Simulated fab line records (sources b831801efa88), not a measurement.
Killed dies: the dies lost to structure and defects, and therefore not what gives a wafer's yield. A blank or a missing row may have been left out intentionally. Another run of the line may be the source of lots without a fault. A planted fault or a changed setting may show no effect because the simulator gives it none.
One fault through the eyes of 2 desks :: flow gf180mcu :: only its own numbers are on each desk; what lay behind them is given at the end

== THE TOOL OWNER'S DESK: pvd sputter-01 ==
At GF_M1_SPUTTER_04 (material TiN, target thk 50 nm, time 41.7 s) the tool's own readings: per lot run on this tool, the mean of the sampled wafers that have a number. Any lot whose mean is over 4 standard deviations away from the usual mean is out of limits and marked OUT; that distance is given in the brackets.
Columns: A = throttle valve pct at GF_M1_SPUTTER_04, usual 29.8 %
lot: L198
first seen here: day 19 02:08
A: 29.1

lot: L199
first seen here: day 19 19:53
A: 30.5

lot: L210
first seen here: day 23 06:04
A: 29.8
This desk's finding: nothing out of limits on any of the 3 lots.

== THE METROLOGY DESK ==
What the gauges read, lot by lot, whatever tool the lot ran on: means of the sampled wafers that have a number. Any lot whose mean is over 4 standard deviations away from the usual mean is out of limits and marked OUT; that distance is given in the brackets. Readings shown: 7 of its 9, picked as those furthest out on some lot.
Columns: A = CONTACT_W_RS at GF_CONTACT_RS_MEAS_25, usual 0.384 ohm/sq; B = CONTACT_W_THK at GF_CONTACT_THK_MEAS_26, usual 292 nm; C = M1_ALCU_THK at GF_M1_THK_MEAS_06, usual 456 nm; D = cd nm at GF_M1_CD_MEAS_14, usual 230.1 nm; E = M1_OVL at GF_M1_OVL_MEAS_15, usual -3 nm; F = V1_CVD_00_THK at GF_V1_THK_MEAS_01, usual 598 nm; G = V1_CVD_02_THK at GF_V1_THK_MEAS_03, usual 848 nm
lot: L191
first seen here: day 16 05:34
A: 0.384
B: 294
C: 462
D: 232.0
E: -9
F: 597
G: 858

lot: L198
first seen here: day 19 01:28
A: 0.380
B: 298
C: 456
D: 231.4
E: 0
F: 600
G: 847

lot: L199
first seen here: day 19 19:14
A: 0.381
B: 297
C: 448
D: 230.8
E: -8
F: 591
G: 847

lot: L200
first seen here: day 19 20:37
A: 0.386
B: 294
C: 457
D: 231.9
E: -8
F: 590
G: 841

lot: L210
first seen here: day 23 05:02
A: 0.384
B: 295
C: 457
D: 230.0
E: 0
F: 600
G: 837
This desk's finding: nothing out of limits on any of the 5 lots.

== PUT TOGETHER ==
The desk of the tool owner found nothing out of limits.
Metrology desk: nothing out of limits seen.

== WHAT THE SIMULATOR PUT IN ==
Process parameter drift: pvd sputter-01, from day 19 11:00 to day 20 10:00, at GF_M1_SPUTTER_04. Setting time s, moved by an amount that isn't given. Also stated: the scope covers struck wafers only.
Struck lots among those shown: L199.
